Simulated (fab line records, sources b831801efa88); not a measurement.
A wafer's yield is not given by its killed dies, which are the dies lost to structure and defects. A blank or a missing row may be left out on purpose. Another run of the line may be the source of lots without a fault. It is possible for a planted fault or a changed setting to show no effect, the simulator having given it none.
Chamber matching | flow sky130 | SKY_POLY_GATE_ETCH_17 on rie-si-01 has 4 sister chambers
The step etches poly-Si in HBr/Cl2, stops on SiO2, target depth 180 nm, time 70.5 s. 14 wafers are shown with their chamber, then 7 later ones without.

## WAFERS PAIRED WITH THEIR CHAMBERS
wafer  | chamber | drypump-motor-current-A (A) | he-backside-leak-sccm (sccm) | bias-w (W)
L367.1 | 1       | 6.1                         | 2.9                          | 99.57
L367.3 | 2       | 6.0                         | 2.5                          | 100.19
L367.6 | 3       | 5.7                         | 3.0                          | 100.03
L369.1 | 0       | 5.9                         | 3.0                          | 100.12
L369.2 | 2       | 6.0                         | 2.6                          | 99.59
L369.4 | 3       | 5.8                         | 3.0                          | 100.11
L370.1 | 3       | 5.8                         | 2.8                          | 100.21
L370.4 | 2       | 6.0                         | 2.5                          | 99.71
L370.6 | 3       | 5.8                         | 2.7                          | 100.30
L372.1 | 2       | 6.0                         | 2.4                          | 99.85
L372.4 | 0       | 5.9                         | 2.7                          | 100.65
L372.6 | 1       | 6.1                         | 2.9                          | 100.02
L384.2 | 0       | 5.9                         | 2.8                          | 99.96
L384.4 | 2       | 6.0                         | 2.6                          | 99.82

SIGNATURES, as means of the wafers listed above
reading                 | chamber 0 | chamber 1 | chamber 2 | chamber 3 | scatter within a chamber
drypump-motor-current-A | 5.900     | 6.100     | 6.000     | 5.775     | 0.0274
he-backside-leak-sccm   | 2.833     | 2.900     | 2.520     | 2.875     | 0.119
bias-w                  | 100.2433  | 99.7950   | 99.8320   | 100.1625  | 0.246
Rule: for each reading, subtract the chamber's mean from the wafer's reading, divide by that reading's scatter and square the result; add these up over the readings and take the root, which gives the wafer's distance from the chamber. If the next closest chamber is less than 2 further off than the closest, the wafer can't be placed; otherwise it belongs to the closest. The scatter: the root of (the sum of the squares of (reading less its chamber's mean) over the shown wafers, divided by (wafers less chambers)).

## WAFERS WITH NO CHAMBER GIVEN
wafer  | drypump-motor-current-A (A) | he-backside-leak-sccm (sccm) | bias-w (W)
L384.6 | 6.0                         | 2.6                          | 99.71
L386.2 | 6.1                         | 2.8                          | 100.31
L386.3 | 6.0                         | 2.5                          | 100.49
L386.5 | 6.0                         | 2.6                          | 100.31
L390.1 | 5.9                         | 2.9                          | 99.85
L390.4 | 5.7                         | 2.9                          | 100.28
L390.5 | 6.1                         | 2.8                          | 99.77

## THE CHAMBER EACH PASSED THROUGH
wafer  | from the rows above | in truth
L384.6 | 2                   | 2
L386.2 | 1                   | 1
L386.3 | 2                   | 2
L386.5 | 2                   | 2
L390.1 | 0                   | 0
L390.4 | 3                   | 3
L390.5 | 1                   | 1
Placed correctly: 7 of 7. Left unplaced by these rows: 0. 0 placed wrongly.
